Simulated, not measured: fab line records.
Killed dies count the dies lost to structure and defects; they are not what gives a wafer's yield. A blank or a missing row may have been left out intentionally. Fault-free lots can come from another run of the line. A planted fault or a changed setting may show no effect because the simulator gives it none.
The same fault as seen by 2 desks	flow sky130	each desk has only its own numbers; what lay behind them comes last

AT THE METROLOGY DESK
Lot by lot, what the gauges showed, no matter which tool ran the lot: averages of those sampled wafers that carry a number. The brackets show how far a lot's mean lies from the usual mean; more than 4 standard deviations puts the lot out of limits, marked OUT.
Columns: A = NWELL_RS at SKY_NWELL_RS_MEAS_29, usual 624.6 ohm/sq; B = VT_ADJUST_NCORE_OVL at SKY_VT_ADJUST_NCORE_OVL_MEAS_08, usual 0.4 nm; C = cdNm at SKY_VT_ADJUST_HVTR_CD_MEAS_07, usual 380.3 nm
lot	first seen here	A	B	C
L879	day 5 09:52	623.4	1.4	380.5
L880	day 5 21:20	625.2	-0.2	378.9
L882	day 6 04:29	627.0	1.9	382.5
L888	day 7 12:22	622.3	-0.8	384.0
L889	day 7 16:32	607.3 (-12) OUT	-0.7	380.8
L890	day 8 02:34	626.1	0.5	376.2
L891	day 8 12:19	606.8 (-12) OUT	0.1	379.4
L892	day 8 21:01	605.0 (-13) OUT	-0.4	381.2
L893	day 9 02:51	625.6	0.7	381.8
L894	day 9 07:01	624.0	0.4	378.7
L895	day 9 12:56	623.1	-0.4	382.3
L901	day 10 20:51	625.3	0.8	380.1
Finding of this desk: L889, L891, L892 out of limits, first seen on L889 at day 7 16:32 (NWELL_RS at SKY_NWELL_RS_MEAS_29). L879, L880, L882, L888, L890, L893, L894, L895, L901: within limits.

TOOL OWNER'S DESK, implanter-02
The tool's own readings at SKY_NWELL_IMPLANT_12: means of the sampled wafers that have a number, for each lot that ran on this tool. The brackets show how far a lot's mean lies from the usual mean; more than 4 standard deviations puts the lot out of limits, marked OUT.
Columns: A = doseIonsCm2 at SKY_NWELL_IMPLANT_12, usual 1.3001e+12; B = faradayCurrentUA at SKY_NWELL_IMPLANT_12, usual 7.33
lot	first seen here	A	B
L879	day 4 15:46	1.3042e+12	7.41
L880	day 5 03:11	1.2986e+12	7.41
L888	day 6 16:41	1.2987e+12	7.41
L889	day 6 20:23	1.9922e+12 (+99 or more) OUT	11.25 (+28) OUT
L891	day 7 14:38	1.9915e+12 (+99 or more) OUT	11.18 (+27) OUT
L892	day 7 23:38	1.9917e+12 (+99 or more) OUT	11.28 (+28) OUT
This desk's finding: out of limits on L889, L891, L892; first on L889, day 6 20:23 (doseIonsCm2 at SKY_NWELL_IMPLANT_12). L879, L880, L888: within limits.

ALL TOGETHER
The tool owner's desk could have raised an alarm at day 6 20:23, on L889, L891, L892.
The metrology desk could have raised an alarm at day 7 16:32, on L889, L891, L892.
The lots listed all ran SKY_NWELL_IMPLANT_12 on implanter-02.

WHAT THE SIMULATOR HAD PUT IN
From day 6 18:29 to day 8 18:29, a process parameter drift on implanter-02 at SKY_NWELL_IMPLANT_12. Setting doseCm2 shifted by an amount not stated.
Struck lots among those shown: L889, L891, L892.
Time in hours from fault onset to the first out-of-limits reading at each desk: tool owner's desk 2, metrology desk 22.
